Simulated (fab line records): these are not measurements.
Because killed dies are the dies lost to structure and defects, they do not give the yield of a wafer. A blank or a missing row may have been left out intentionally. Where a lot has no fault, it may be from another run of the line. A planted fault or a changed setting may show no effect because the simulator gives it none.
fab line records :: flow sky130 :: part 2 of 2: steps 24 to 33 of 33
record:
  lots: 5
  wafers: 15
  lastDay: 50
route steps=708 shown METAL1@451 VIA1@458 METAL2@483
lots that met no fault: taken from a fault-free run of the same line
startH: the number of hours between the record's first day and the start of the first shown wafer of the lot :: waitH: hours from the lot's prior step to this one :: " unchanged from the row above :: L1.1+2: a row that stands for several wafers :: - no value present, or no start provided :: * or withheld: withheld :: < > ~ a bound
route shown NAME@n: NAME is a module with steps in the file, n the number in the route of the first one :: usual: average and standard deviation across the fault-free wafers :: same: alike in all rows :: chamber/n: place in a boat :: sites: readings site by site :: _std_site: standard deviation of those values :: _edge_site: the outer-site mean with the inner-site mean subtracted :: radiusMm: how far each site lies from the wafer's centre :: mask NAME#n: copy n :: behind: the most recent tool/chamber to have shaped the wafer :: hold: why the lot was held/for how many hours/how that ended :: device: the transistor (n, p or np) that didn't switch :: end of line: tests of these same wafers at the route's end :: for a step that has no rows: nothing shown but its recipe :: killed: dies lost to structure and defects at the first sort, not the wafer's yield :: map: dies across one wafer; x = killed, . = not, _ = none there
set.NAME: the setting as run; set.NAME@STEP: as run at that earlier step :: model.NAME: the simulator's own value behind a step, which no gauge read
lots seen at some steps along the route; tables by step, rows by wafer
services: from which hour (startH, from the record's first day; less than 0 if before it) a tool's chamber was out of use, for how many hours, and why
== steps ==
step: SKY_VIA1_STRIP_16
recipe:
  chemistry: O2/N2
  powerW: 1400
  pressureMtorr: 1500
  platenTempC: withheld
  o2FlowSccm: 3000
  n2FlowSccm: 300
  overashFraction: 0.5
usual:
  drypumpMotorCurrentA: 5.98/0.29
  oesProductAu: 0.416/0.0051
  stripTimeToEndpointS: 4.48/0.03
lot.wafer: L079.3
tool: plasmaAsher-03
chamber: 0
startH: 835.33
waitH: 0.1
drypumpMotorCurrentA: 5.72
oesProductAu: 0.422
rfHoursCounterH: -
stripTimeToEndpointS: 4.47

lot.wafer: L079.5
tool: plasmaAsher-03
chamber: 0
startH: 835.33
waitH: 0.1
drypumpMotorCurrentA: 5.71
oesProductAu: 0.418
rfHoursCounterH: -
stripTimeToEndpointS: 4.51

lot.wafer: L079.6
tool: plasmaAsher-03
chamber: 1
startH: 835.33
waitH: 0.1
drypumpMotorCurrentA: 6.20
oesProductAu: 0.421
rfHoursCounterH: -
stripTimeToEndpointS: 4.47

lot.wafer: L086.1
tool: plasmaAsher-03
chamber: 0
startH: 887.57
waitH: 0.0
drypumpMotorCurrentA: 5.71
oesProductAu: 0.412
rfHoursCounterH: 74
stripTimeToEndpointS: 4.50

lot.wafer: L086.3
tool: plasmaAsher-03
chamber: 0
startH: 887.57
waitH: 0.0
drypumpMotorCurrentA: 5.71
oesProductAu: 0.409
rfHoursCounterH: -
stripTimeToEndpointS: 4.44

lot.wafer: L086.6
tool: plasmaAsher-03
chamber: 0
startH: 887.57
waitH: 0.0
drypumpMotorCurrentA: 5.70
oesProductAu: 0.422
rfHoursCounterH: -
stripTimeToEndpointS: 4.50

lot.wafer: L094.2
tool: plasmaAsher-02
chamber: 1
startH: 942.99
waitH: 0.0
drypumpMotorCurrentA: 6.35
oesProductAu: 0.415
rfHoursCounterH: 116
stripTimeToEndpointS: 4.51

lot.wafer: L094.4
tool: plasmaAsher-02
chamber: 1
startH: 942.99
waitH: 0.0
drypumpMotorCurrentA: 6.35
oesProductAu: 0.422
rfHoursCounterH: -
stripTimeToEndpointS: 4.47

lot.wafer: L094.6
tool: plasmaAsher-02
chamber: 1
startH: 942.99
waitH: 0.0
drypumpMotorCurrentA: 6.34
oesProductAu: 0.426
rfHoursCounterH: -
stripTimeToEndpointS: 4.49

lot.wafer: L096.2
tool: plasmaAsher-02
chamber: 1
startH: 967.75
waitH: 0.0
drypumpMotorCurrentA: 6.37
oesProductAu: 0.422
rfHoursCounterH: 119
stripTimeToEndpointS: 4.53

lot.wafer: L096.3
tool: plasmaAsher-02
chamber: 0
startH: 967.75
waitH: 0.0
drypumpMotorCurrentA: 6.05
oesProductAu: 0.415
rfHoursCounterH: -
stripTimeToEndpointS: 4.45

lot.wafer: L096.4
tool: plasmaAsher-02
chamber: 1
startH: 967.75
waitH: 0.0
drypumpMotorCurrentA: 6.36
oesProductAu: 0.412
rfHoursCounterH: -
stripTimeToEndpointS: 4.46

lot.wafer: L097.1
tool: plasmaAsher-02
chamber: 1
startH: 974.13
waitH: 0.0
drypumpMotorCurrentA: 6.36
oesProductAu: 0.422
rfHoursCounterH: 119
stripTimeToEndpointS: 4.46

lot.wafer: L097.2
tool: plasmaAsher-02
chamber: 0
startH: 974.13
waitH: 0.0
drypumpMotorCurrentA: 6.04
oesProductAu: 0.420
rfHoursCounterH: 119
stripTimeToEndpointS: 4.45

lot.wafer: L097.6
tool: plasmaAsher-02
chamber: 0
startH: 974.13
waitH: 0.0
drypumpMotorCurrentA: 6.07
oesProductAu: 0.410
rfHoursCounterH: -
stripTimeToEndpointS: 4.47
step: SKY_VIA1_STRIP_17
recipe:
  chemistry: postEtchResidueRemover
  timeS: 1200
  tempC: 72.5
lot.wafer: L079.3+5+6
tool: wetBench-04
chamber: 2
startH: 835.40
waitH: 0.0

lot.wafer: L086.1+3+6
tool: wetBench-01
chamber: 1
startH: 887.67
waitH: 0.1

lot.wafer: L094.2+4+6
tool: wetBench-04
chamber: 3
startH: 943.09
waitH: 0.1

lot.wafer: L096.2+3+4
tool: wetBench-03
chamber: 1
startH: 967.85
waitH: 0.1

lot.wafer: L097.1+2+6
tool: wetBench-04
chamber: 1
startH: 974.23
waitH: 0.1
step: SKY_VIA1_CLEAN_18
recipe:
  chemistry: IPA
  timeS: 180
  tempC: 25
lot.wafer: L079.3+5+6
tool: wetBench-01
chamber: 2
startH: 835.74
waitH: 0.0

lot.wafer: L086.1+3+6
tool: wetBench-03
chamber: 0
startH: 888.36
waitH: 0.0

lot.wafer: L094.2+4+6
tool: wetBench-03
chamber: 3
startH: 943.43
waitH: 0.0

lot.wafer: L096.2+3+4
tool: wetBench-04
chamber: 2
startH: 968.19
waitH: 0.0

lot.wafer: L097.1+2+6
tool: wetBench-03
chamber: 0
startH: 974.57
waitH: 0.0
step: SKY_VIA1_CLEAN_19
recipe:
  chemistry: O3/DIW
  dry: n2Spin
lot.wafer: L079.3+5+6
tool: wetBench-04
chamber: 0
startH: 835.80
waitH: 0.0

lot.wafer: L086.1+3+6
tool: wetBench-04
chamber: 1
startH: 888.42
waitH: 0.0

lot.wafer: L094.2+4+6
tool: wetBench-01
chamber: 3
startH: 943.49
waitH: 0.0

lot.wafer: L096.2+3+4
tool: wetBench-01
chamber: 1
startH: 968.25
waitH: 0.0

lot.wafer: L097.1+2+6
tool: wetBench-04
chamber: 0
startH: 974.63
waitH: 0.0
step: SKY_VIA1_SPUTTER_20
recipe:
  material: TiN
  targetThkNm: 20
  chamberPressurePa: 5
  powerW: 4000
  timeS: 80
usual:
  throttleValvePct: 30.0/1.1
lot.wafer: L079.3
tool: pvdSputter-02
chamber: -
startH: 835.89
waitH: 0.0
throttleValvePct: 30.3

lot.wafer: L079.5
tool: pvdSputter-02
chamber: -
startH: 835.89
waitH: 0.0
throttleValvePct: 30.6

lot.wafer: L079.6
tool: pvdSputter-02
chamber: -
startH: 835.89
waitH: 0.0
throttleValvePct: 30.9

lot.wafer: L086.1
tool: pvdSputter-01
chamber: -
startH: 888.52
waitH: 0.0
throttleValvePct: 29.3

lot.wafer: L086.3
tool: pvdSputter-01
chamber: -
startH: 888.52
waitH: 0.0
throttleValvePct: 29.4

lot.wafer: L086.6
tool: pvdSputter-01
chamber: -
startH: 888.52
waitH: 0.0
throttleValvePct: 29.3

lot.wafer: L094.2
tool: pvdSputter-02
chamber: -
startH: 943.59
waitH: 0.0
throttleValvePct: 31.1

lot.wafer: L094.4
tool: pvdSputter-02
chamber: -
startH: 943.59
waitH: 0.0
throttleValvePct: 30.3

lot.wafer: L094.6
tool: pvdSputter-02
chamber: -
startH: 943.59
waitH: 0.0
throttleValvePct: 31.6

lot.wafer: L096.2
tool: pvdSputter-02
chamber: -
startH: 968.34
waitH: 0.0
throttleValvePct: 30.5

lot.wafer: L096.3
tool: pvdSputter-02
chamber: -
startH: 968.34
waitH: 0.0
throttleValvePct: 31.1

lot.wafer: L096.4
tool: pvdSputter-02
chamber: -
startH: 968.34
waitH: 0.0
throttleValvePct: 30.9

lot.wafer: L097.1
tool: pvdSputter-04
chamber: -
startH: 974.73
waitH: 0.0
throttleValvePct: 29.6

lot.wafer: L097.2
tool: pvdSputter-04
chamber: -
startH: 974.73
waitH: 0.0
throttleValvePct: 29.7

lot.wafer: L097.6
tool: pvdSputter-04
chamber: -
startH: 974.73
waitH: 0.0
throttleValvePct: 30.1
step: SKY_VIA1_CVD_21
recipe:
  material: W
  targetThkNm: 270
  timeS: 80.902
  tempC: 400
  pressureTorr: 40
usual:
  heaterPowerW: 821/93
  susceptorTempC: 399.99/0.23
lot.wafer: L079.3
tool: cvdW-02
chamber: 1
startH: 835.98
waitH: 0.1
heaterPowerW: 759
sinceWetCleanH: -
susceptorTempC: 400.06

lot.wafer: L079.5
tool: cvdW-02
chamber: 1
startH: 835.98
waitH: 0.1
heaterPowerW: 743
sinceWetCleanH: -
susceptorTempC: 399.93

lot.wafer: L079.6
tool: cvdW-02
chamber: 0
startH: 835.98
waitH: 0.1
heaterPowerW: 906
sinceWetCleanH: -
susceptorTempC: 399.63

lot.wafer: L086.1
tool: cvdW-01
chamber: 0
startH: 888.58
waitH: 0.0
heaterPowerW: 942
sinceWetCleanH: 485
susceptorTempC: 400.12

lot.wafer: L086.3
tool: cvdW-01
chamber: 1
startH: 888.58
waitH: 0.0
heaterPowerW: 724
sinceWetCleanH: -
susceptorTempC: 400.29

lot.wafer: L086.6
tool: cvdW-01
chamber: 1
startH: 888.58
waitH: 0.0
heaterPowerW: 721
sinceWetCleanH: -
susceptorTempC: 399.81

lot.wafer: L094.2
tool: cvdW-02
chamber: 0
startH: 943.65
waitH: 0.0
heaterPowerW: 862
sinceWetCleanH: 26
susceptorTempC: 400.10

lot.wafer: L094.4
tool: cvdW-02
chamber: 1
startH: 943.65
waitH: 0.0
heaterPowerW: 777
sinceWetCleanH: -
susceptorTempC: 400.45

lot.wafer: L094.6
tool: cvdW-02
chamber: 0
startH: 943.65
waitH: 0.0
heaterPowerW: 890
sinceWetCleanH: -
susceptorTempC: 399.74

lot.wafer: L096.2
tool: cvdW-01
chamber: 1
startH: 968.41
waitH: 0.0
heaterPowerW: 710
sinceWetCleanH: 564
susceptorTempC: 399.66

lot.wafer: L096.3
tool: cvdW-01
chamber: 1
startH: 968.41
waitH: 0.0
heaterPowerW: 722
sinceWetCleanH: -
susceptorTempC: 399.39

lot.wafer: L096.4
tool: cvdW-01
chamber: 0
startH: 968.41
waitH: 0.0
heaterPowerW: 932
sinceWetCleanH: -
susceptorTempC: 400.18

lot.wafer: L097.1
tool: cvdW-01
chamber: 1
startH: 974.79
waitH: 0.0
heaterPowerW: 711
sinceWetCleanH: 571
susceptorTempC: 400.04

lot.wafer: L097.2
tool: cvdW-01
chamber: 0
startH: 974.79
waitH: 0.0
heaterPowerW: 915
sinceWetCleanH: 571
susceptorTempC: 400.13

lot.wafer: L097.6
tool: cvdW-01
chamber: 1
startH: 974.79
waitH: 0.0
heaterPowerW: 712
sinceWetCleanH: -
susceptorTempC: 400.09
step: SKY_VIA1_RS_MEAS_22
recipe:
  thkMeasGauge: four-point-probe
  reads: W_of_VIA1_CVD_21+TiN_of_VIA1_SPUTTER_20
usual:
  VIA1_W_RS: 0.428/0.0059
lot.wafer: L079.3
tool: filmMetro-03
chamber: -
startH: 836.08
waitH: 0.1
VIA1_W_RS[ohm/sq]: 0.439

lot.wafer: L079.5
tool: filmMetro-03
chamber: -
startH: 836.08
waitH: 0.1
VIA1_W_RS[ohm/sq]: 0.436

lot.wafer: L079.6
tool: filmMetro-03
chamber: -
startH: 836.08
waitH: 0.1
VIA1_W_RS[ohm/sq]: 0.426

lot.wafer: L086.1
tool: filmMetro-03
chamber: -
startH: 888.67
waitH: 0.1
VIA1_W_RS[ohm/sq]: 0.427

lot.wafer: L086.3
tool: filmMetro-03
chamber: -
startH: 888.67
waitH: 0.1
VIA1_W_RS[ohm/sq]: 0.436

lot.wafer: L086.6
tool: filmMetro-03
chamber: -
startH: 888.67
waitH: 0.1
VIA1_W_RS[ohm/sq]: 0.431

lot.wafer: L094.2
tool: filmMetro-01
chamber: -
startH: 943.76
waitH: 0.1
VIA1_W_RS[ohm/sq]: 0.421

lot.wafer: L094.4
tool: filmMetro-01
chamber: -
startH: 943.76
waitH: 0.1
VIA1_W_RS[ohm/sq]: 0.427

lot.wafer: L094.6
tool: filmMetro-01
chamber: -
startH: 943.76
waitH: 0.1
VIA1_W_RS[ohm/sq]: 0.432

lot.wafer: L096.2
tool: filmMetro-03
chamber: -
startH: 968.52
waitH: 0.1
VIA1_W_RS[ohm/sq]: 0.429

lot.wafer: L096.3
tool: filmMetro-03
chamber: -
startH: 968.52
waitH: 0.1
VIA1_W_RS[ohm/sq]: 0.432

lot.wafer: L096.4
tool: filmMetro-03
chamber: -
startH: 968.52
waitH: 0.1
VIA1_W_RS[ohm/sq]: 0.434

lot.wafer: L097.1
tool: filmMetro-03
chamber: -
startH: 974.88
waitH: 0.1
VIA1_W_RS[ohm/sq]: 0.428

lot.wafer: L097.2
tool: filmMetro-03
chamber: -
startH: 974.88
waitH: 0.1
VIA1_W_RS[ohm/sq]: 0.428

lot.wafer: L097.6
tool: filmMetro-03
chamber: -
startH: 974.88
waitH: 0.1
VIA1_W_RS[ohm/sq]: 0.427
step: SKY_VIA1_THK_MEAS_23
recipe:
  thkMeasGauge: xrf
  reads: W_of_VIA1_CVD_21
usual:
  VIA1_W_THK: 270/3.8
lot.wafer: L079.3
tool: filmMetro-03
chamber: -
startH: 836.18
waitH: 0.1
VIA1_W_THK[nm]: 264

lot.wafer: L079.5
tool: filmMetro-03
chamber: -
startH: 836.18
waitH: 0.1
VIA1_W_THK[nm]: 267

lot.wafer: L079.6
tool: filmMetro-03
chamber: -
startH: 836.18
waitH: 0.1
VIA1_W_THK[nm]: 270

lot.wafer: L086.1
tool: filmMetro-03
chamber: -
startH: 888.79
waitH: 0.1
VIA1_W_THK[nm]: 273

lot.wafer: L086.3
tool: filmMetro-03
chamber: -
startH: 888.79
waitH: 0.1
VIA1_W_THK[nm]: 267

lot.wafer: L086.6
tool: filmMetro-03
chamber: -
startH: 888.79
waitH: 0.1
VIA1_W_THK[nm]: 269

lot.wafer: L094.2
tool: filmMetro-01
chamber: -
startH: 943.87
waitH: 0.1
VIA1_W_THK[nm]: 275

lot.wafer: L094.4
tool: filmMetro-01
chamber: -
startH: 943.87
waitH: 0.1
VIA1_W_THK[nm]: 268

lot.wafer: L094.6
tool: filmMetro-01
chamber: -
startH: 943.87
waitH: 0.1
VIA1_W_THK[nm]: 267

lot.wafer: L096.2
tool: filmMetro-03
chamber: -
startH: 968.63
waitH: 0.1
VIA1_W_THK[nm]: 269

lot.wafer: L096.3
tool: filmMetro-03
chamber: -
startH: 968.63
waitH: 0.1
VIA1_W_THK[nm]: 266

lot.wafer: L096.4
tool: filmMetro-03
chamber: -
startH: 968.63
waitH: 0.1
VIA1_W_THK[nm]: 268

lot.wafer: L097.1
tool: filmMetro-03
chamber: -
startH: 975.00
waitH: 0.1
VIA1_W_THK[nm]: 270

lot.wafer: L097.2
tool: filmMetro-03
chamber: -
startH: 975.00
waitH: 0.1
VIA1_W_THK[nm]: 271

lot.wafer: L097.6
tool: filmMetro-03
chamber: -
startH: 975.00
waitH: 0.1
VIA1_W_THK[nm]: 269
step: SKY_VIA1_CMP_24
recipe:
  stopOn: SiO2
  tOverpolishS: 15
  downForcePsi: 3.5
  platenRpm: 60
  targetThkNm: 0
  padVelocityMS: 0.94248
usual:
  motorCurrentA: 11.7/0.72
  overpolishRunS: 15.000/0.0087
  timeToEndpointS: 63/3.4
lot.wafer: L079.3
tool: cmp-02
chamber: 2
startH: 836.38
waitH: 0.2
motorCurrentA: 10.6
overpolishRunS: 15.009
timeToEndpointS: 61

lot.wafer: L079.5
tool: cmp-02
chamber: 3
startH: 836.38
waitH: 0.2
motorCurrentA: 11.4
overpolishRunS: 15.007
timeToEndpointS: 65

lot.wafer: L079.6
tool: cmp-02
chamber: 0
startH: 836.38
waitH: 0.2
motorCurrentA: 11.8
overpolishRunS: 15.008
timeToEndpointS: 63

lot.wafer: L086.3
tool: cmp-01
chamber: 1
startH: 888.85
waitH: 0.0
motorCurrentA: 11.5
overpolishRunS: 14.998
timeToEndpointS: 55

lot.wafer: L086.1
tool: cmp-01
chamber: 0
startH: 888.85
waitH: 0.0
motorCurrentA: 11.9
overpolishRunS: 14.987
timeToEndpointS: 60

lot.wafer: L086.6
tool: cmp-01
chamber: 2
startH: 888.85
waitH: 0.0
motorCurrentA: 11.4
overpolishRunS: 14.999
timeToEndpointS: 59

lot.wafer: L094.2
tool: cmp-01
chamber: 2
startH: 943.92
waitH: 0.0
motorCurrentA: 12.3
overpolishRunS: 15.006
timeToEndpointS: 67

lot.wafer: L094.4
tool: cmp-01
chamber: 0
startH: 943.92
waitH: 0.0
motorCurrentA: 12.2
overpolishRunS: 14.992
timeToEndpointS: 58

lot.wafer: L094.6
tool: cmp-01
chamber: 3
startH: 943.92
waitH: 0.0
motorCurrentA: 11.7
overpolishRunS: 15.000
timeToEndpointS: 60

lot.wafer: L096.2
tool: cmp-01
chamber: 0
startH: 968.73
waitH: 0.1
motorCurrentA: 12.6
overpolishRunS: 15.001
timeToEndpointS: 60

lot.wafer: L096.4
tool: cmp-01
chamber: 1
startH: 968.73
waitH: 0.1
motorCurrentA: 11.9
overpolishRunS: 14.999
timeToEndpointS: 62

lot.wafer: L096.3
tool: cmp-01
chamber: 2
startH: 968.73
waitH: 0.1
motorCurrentA: 12.8
overpolishRunS: 15.013
timeToEndpointS: 64

lot.wafer: L097.1
tool: cmp-02
chamber: 1
startH: 975.06
waitH: 0.1
motorCurrentA: 11.2
overpolishRunS: 15.001
timeToEndpointS: 63

lot.wafer: L097.2
tool: cmp-02
chamber: 3
startH: 975.06
waitH: 0.1
motorCurrentA: 12.1
overpolishRunS: 14.994
timeToEndpointS: 65

lot.wafer: L097.6
tool: cmp-02
chamber: 2
startH: 975.06
waitH: 0.1
motorCurrentA: 10.7
overpolishRunS: 14.989
timeToEndpointS: 62
step: SKY_METAL2_SPUTTER_00
recipe:
  material: Ti
  targetThkNm: 15
  powerW: 3000
  timeS: 10
  chamberPressurePa: 0.4
usual:
  throttleValvePct: 30.0/1.4
lot.wafer: L079.3
tool: pvdSputter-04
chamber: -
startH: 836.54
waitH: 0.1
throttleValvePct: 29.8

lot.wafer: L079.5
tool: pvdSputter-04
chamber: -
startH: 836.54
waitH: 0.1
throttleValvePct: 29.9

lot.wafer: L079.6
tool: pvdSputter-04
chamber: -
startH: 836.54
waitH: 0.1
throttleValvePct: 30.8

lot.wafer: L086.1
tool: pvdSputter-04
chamber: -
startH: 889.15
waitH: 0.1
throttleValvePct: 29.7

lot.wafer: L086.3
tool: pvdSputter-04
chamber: -
startH: 889.15
waitH: 0.1
throttleValvePct: 30.7

lot.wafer: L086.6
tool: pvdSputter-04
chamber: -
startH: 889.15
waitH: 0.1
throttleValvePct: 29.8

lot.wafer: L094.2
tool: pvdSputter-03
chamber: -
startH: 944.22
waitH: 0.2
throttleValvePct: 31.7

lot.wafer: L094.4
tool: pvdSputter-03
chamber: -
startH: 944.22
waitH: 0.2
throttleValvePct: 28.0

lot.wafer: L094.6
tool: pvdSputter-03
chamber: -
startH: 944.22
waitH: 0.2
throttleValvePct: 31.0

lot.wafer: L096.2
tool: pvdSputter-03
chamber: -
startH: 968.98
waitH: 0.2
throttleValvePct: 28.1

lot.wafer: L096.3
tool: pvdSputter-03
chamber: -
startH: 968.98
waitH: 0.2
throttleValvePct: 31.2

lot.wafer: L096.4
tool: pvdSputter-03
chamber: -
startH: 968.98
waitH: 0.2
throttleValvePct: 31.8

lot.wafer: L097.1
tool: pvdSputter-03
chamber: -
startH: 975.36
waitH: 0.2
throttleValvePct: 31.1

lot.wafer: L097.2
tool: pvdSputter-03
chamber: -
startH: 975.36
waitH: 0.2
throttleValvePct: 28.1

lot.wafer: L097.6
tool: pvdSputter-03
chamber: -
startH: 975.36
waitH: 0.2
throttleValvePct: 31.7
== services ==
tool: krfScanner-02
chamber: -
startH: 783.42
hours: 0.8
kind: pm

tool: krfScanner-02
chamber: -
startH: 785.05
hours: 1.8
kind: repair

tool: rieMetal-03
chamber: -
startH: 805.21
hours: 2.6
kind: repair

tool: cmp-01
chamber: -
startH: 828.70
hours: 3.0
kind: repair

tool: pvdSputter-04
chamber: -
startH: 833.94
hours: 1.9
kind: repair

tool: cmp-02
chamber: -
startH: 834.26
hours: 0.9
kind: repair

tool: krfScanner-02
chamber: -
startH: 841.17
hours: 7.2
kind: pm

tool: rieMetal-03
chamber: -
startH: 848.11
hours: 0.2
kind: repair

tool: cmp-02
chamber: -
startH: 849.20
hours: 1.7
kind: repair

tool: cmp-01
chamber: -
startH: 853.24
hours: 22.5
kind: repair

tool: rieDiel-04
chamber: 3
startH: 854.69
hours: 5.0
kind: repair

tool: hdpcvd-01
chamber: -
startH: 861.00
hours: 0.9
kind: repair

tool: hdpcvd-01
chamber: -
startH: 868.10
hours: 0.6
kind: repair

tool: krfScanner-02
chamber: -
startH: 868.41
hours: 1.3
kind: pm

tool: krfScanner-02
chamber: -
startH: 873.91
hours: 1.0
kind: pm

tool: pvdSputter-04
chamber: -
startH: 876.63
hours: 1.0
kind: repair

tool: pvdSputter-02
chamber: -
startH: 883.16
hours: 9.8
kind: repair

tool: cmp-01
chamber: -
startH: 884.82
hours: 0.6
kind: repair

tool: cmp-01
chamber: -
startH: 892.58
hours: 1.4
kind: repair

tool: cvdW-01
chamber: -
startH: 897.97
hours: 1.5
kind: repair

tool: rieDiel-04
chamber: -
startH: 910.03
hours: 2.8
kind: pm

tool: cmp-02
chamber: -
startH: 912.00
hours: 4.0
kind: pm

tool: plasmaAsher-03
chamber: -
startH: 960.26
hours: 0.6
kind: repair

tool: cmp-01
chamber: -
startH: 963.02
hours: 4.9
kind: repair
